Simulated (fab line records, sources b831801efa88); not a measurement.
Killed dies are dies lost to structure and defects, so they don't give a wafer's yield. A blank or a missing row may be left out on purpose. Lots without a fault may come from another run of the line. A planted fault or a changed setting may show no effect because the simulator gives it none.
A struck lot beside a sound one | flow sky130 | 30 steps out of a route of 708
Sound: wafers L545.1, L545.2, L545.6. Struck: wafers L552.2, L552.3, L552.4. The cause comes at the end.
At each step with rows: each side's tool, then ch and its chambers, then its first start. Under that, the readings that differ: sound wafers | struck wafers | difference of the means | sigmas: that difference in standard deviations of wafers without a fault.
alike: readings whose means differ by less than 2 such deviations, and words and numbers that are the same on both sides. not compared: withheld readings, readings that some wafer has no value for, bounds like >300 that may hide the same value, and numbers for which the record gives no deviation and whose values overlap.
The two part at a step that has a row with sigmas, a row that says differs or no value, or rows on one side only. Numbers that don't overlap but have no deviation are shown without sigmas and don't part them. A reading that every wafer of one side lacks parts them only if that side has two wafers or more.

first, 1 step without rows for these wafers: SKY_FIELD_ISO_ANNEAL_26 (time 1800 s).
SKY_FIELD_ISO_CMP_27: polishes, stops on Si3N4, t overpolish 16 s, target thk 457.8 nm.
  sound on cmp-02 ch 0,2, day 3 07:34; struck on cmp-02 ch 1,2,3, day 4 17:29
  alike: motor_current_A, overpolish_run_s, retaining_ring_pressure_frac, slurry_filter_dp_kPa, time_to_endpoint_s
then, 5 steps without rows for these wafers: SKY_FIELD_ISO_WET_ETCH_28 (etches SiO2 in dHF, target depth 23.7 nm, time 47 s); SKY_FIELD_ISO_WET_ETCH_29 (etches Si3N4 in H3PO4, target depth 160 nm, time 1825 s); SKY_FIELD_ISO_WET_ETCH_30 (etches SiO2 in dHF, target depth 25 nm, time 50 s); SKY_NWELL_CLEAN_00 (cleans in SC1/SC2, time 150 s); SKY_NWELL_OXIDATION_01 (stabilise 600 s, purge 300 s, target thk 10 nm).
SKY_NWELL_THK_MEAS_02:
  sound on film_metro-04, day 3 11:05; struck on film_metro-02, day 4 20:58
  alike: NWELL_OXIDATION_THK
then, 4 steps without rows for these wafers: SKY_DNWELL_DEHYDRATE_00 (time 60 s); SKY_DNWELL_HMDS_01 (prime time 60 s); SKY_DNWELL_COAT_02 (resist thk 3000 nm); SKY_DNWELL_SOFTBAKE_03.
SKY_DNWELL_EXPOSE_04: exposes mask DNM, target cd 3000 nm.
  sound on iline_stepper-02 ch 0, day 3 18:47; struck on iline_stepper-01 ch 0, day 5 06:07
  reading | sound             | struck                  | difference | sigmas
  mask    | DNM#0 DNM#0 DNM#0 | PWDEM#0 PWDEM#0 PWDEM#0 | differs    |
then, 3 steps without rows for these wafers: SKY_DNWELL_PEB_05; SKY_DNWELL_DEVELOP_06 (develop time 60 s); SKY_DNWELL_IMPLANT_07.
SKY_DNWELL_STRIP_08: strips in O2/N2.
  sound on plasma_asher-04 ch 0,1, day 4 03:02; struck on plasma_asher-04 ch 0,1, day 5 15:26
  alike: drypump_motor_current_A, oes_product_au, strip_time_to_endpoint_s
  not compared: rf_hours_counter_h
SKY_DNWELL_TW_MEAS_09:
  sound on film_metro-02, day 4 03:08; struck on film_metro-01, day 5 15:33
  reading   | sound          | struck   | difference | sigmas
  DNWELL_TW | 1109 1113 1110 | 30 30 30 | -1081      | -99 or more
then, 7 steps without rows for these wafers: SKY_PWDE_DEHYDRATE_00 (time 60 s); SKY_PWDE_HMDS_01 (prime time 60 s); SKY_PWDE_COAT_02 (resist thk 3000 nm); SKY_PWDE_SOFTBAKE_03; SKY_PWDE_EXPOSE_04 (exposes mask PWDEM, target cd 840 nm); SKY_PWDE_PEB_05; SKY_PWDE_DEVELOP_06 (develop time 60 s).
SKY_PWDE_OVL_MEAS_07:
  sound on overlay-02, day 4 19:53; struck on overlay-01, day 6 08:53
  alike: PWDE_OVL
then, 1 step without rows for these wafers: SKY_PWDE_IMPLANT_08.
SKY_PWDE_STRIP_09: strips in O2/N2.
  sound on plasma_asher-01 ch 0,1, day 4 20:05; struck on plasma_asher-02 ch 0,1, day 6 09:04
  alike: drypump_motor_current_A, oes_product_au, strip_time_to_endpoint_s
  not compared: rf_hours_counter_h
SKY_PWDE_TW_MEAS_10:
  sound on film_metro-02, day 4 20:11; struck on film_metro-02, day 6 09:11
  reading | sound             | struck               | difference | sigmas
  PWDE_TW | 373.9 373.4 373.5 | 1117.6 1114.3 1120.0 | +743.7     | +99 or more
then, 1 step without rows for these wafers: SKY_NWELL_DEHYDRATE_03 (time 60 s).

WHERE THEY PART
First at SKY_DNWELL_EXPOSE_04; last, within this record, at SKY_PWDE_TW_MEAS_10.

WHY: what the simulator had put in
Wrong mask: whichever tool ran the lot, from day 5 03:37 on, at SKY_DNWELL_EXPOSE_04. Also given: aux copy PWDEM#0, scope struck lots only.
